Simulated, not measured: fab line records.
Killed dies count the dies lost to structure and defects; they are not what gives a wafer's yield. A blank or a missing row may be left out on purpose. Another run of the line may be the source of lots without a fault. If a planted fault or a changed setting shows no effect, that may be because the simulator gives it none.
Shared-tool check ; flow sky130 ; Sampled: 15 lots, 45 wafers

== REASON FOR OPENING ==
3 of 15 lots carry a flag on the reading RES_XHIGH_TW at SKY_RES_XHIGH_TW_MEAS_09. No-fault wafers: 1641, standard deviation 8.8.
Rule: flag the lot when none of its wafers has a number, or when each of its wafers that has one lies beyond 4 standard deviations from that mean. The other lots count as sound.

lot;measured;on;RES_XHIGH_TW, wafer by wafer;flag
L391;day 27 02:59;film-metro-04;1630 1627 1626;
L392;day 27 05:25;film-metro-04;1631 1625 1632;
L395;day 29 04:59;film-metro-01;1641 1634 1636;
L397;day 29 06:29;film-metro-01;1638 1637 1636;
L399;day 29 22:16;film-metro-01;1641 1642 1646;
L400;day 30 11:50;film-metro-01;1638 1646 1641;
L402;day 30 19:49;film-metro-02;1655 1645 1642;
L404;day 31 10:41;film-metro-04;1619 1626 1621;
L405;day 32 07:41;film-metro-01;30 30 30;FLAGGED
L406;day 32 15:25;film-metro-02;30 30 30;FLAGGED
L407;day 32 21:52;film-metro-01;30 30 30;FLAGGED
L408;day 33 02:28;film-metro-02;1639 1643 1638;
L411;day 33 17:53;film-metro-02;1644 1642 1644;
L413;day 34 22:47;film-metro-04;1640 1635 1631;
L412;day 36 03:07;film-metro-04;1634 1638 1632;
Flagged lots average 30: -1611 relative to the usual, that is -99 or more standard deviations.

== LOT BY LOT: THE TOOL USED ==
The record keeps 1 process step preceding the reading, out of 708 steps on the route. Each cell gives the tool, then ch followed by the chambers the sampled wafers passed through, then the start.
lot;flag;SKY_RES_XHIGH_IMPLANT_07
L391;;implanter-03 ch 0, day 27 02:47
L392;;implanter-03 ch 0, day 27 05:10
L395;;implanter-01 ch 0, day 29 04:47
L397;;implanter-04 ch 0, day 29 06:16
L399;;implanter-01 ch 0, day 29 22:01
L400;;implanter-01 ch 0, day 30 11:35
L402;;implanter-04 ch 0, day 30 19:34
L404;;implanter-01 ch 0, day 31 10:27
L405;FLAGGED;implanter-01, day 32 07:27
L406;FLAGGED;implanter-01, day 32 15:11
L407;FLAGGED;implanter-04, day 32 21:38
L408;;implanter-04 ch 0, day 33 02:14
L411;;implanter-04 ch 0, day 33 17:38
L413;;implanter-04 ch 0, day 34 22:32
L412;;implanter-04 ch 0, day 36 02:52
What these steps do:
- SKY_RES_XHIGH_IMPLANT_07
- SKY_RES_XHIGH_TW_MEAS_09

== FLAGGED OVER TOTAL, TOOL BY TOOL (the gauges that took the reading come last) ==
step;tool;lots run;flagged;share of the flagged lots;sound lots run after its first flagged lot
SKY_RES_XHIGH_IMPLANT_07;implanter-01;6;2;some;0
SKY_RES_XHIGH_IMPLANT_07;implanter-03;2;0;none;-
SKY_RES_XHIGH_IMPLANT_07;implanter-04;7;1;some;4 (L408,L411,L413,L412)
SKY_RES_XHIGH_TW_MEAS_09;film-metro-01;6;2;some;0
SKY_RES_XHIGH_TW_MEAS_09;film-metro-02;4;1;some;2 (L408,L411)
SKY_RES_XHIGH_TW_MEAS_09;film-metro-04;5;0;none;-

== WHAT THE TABLE ALLOWS ==
No row of the table ran every flagged lot.

== WHAT HAD BEEN PUT IN BY THE SIMULATOR ==
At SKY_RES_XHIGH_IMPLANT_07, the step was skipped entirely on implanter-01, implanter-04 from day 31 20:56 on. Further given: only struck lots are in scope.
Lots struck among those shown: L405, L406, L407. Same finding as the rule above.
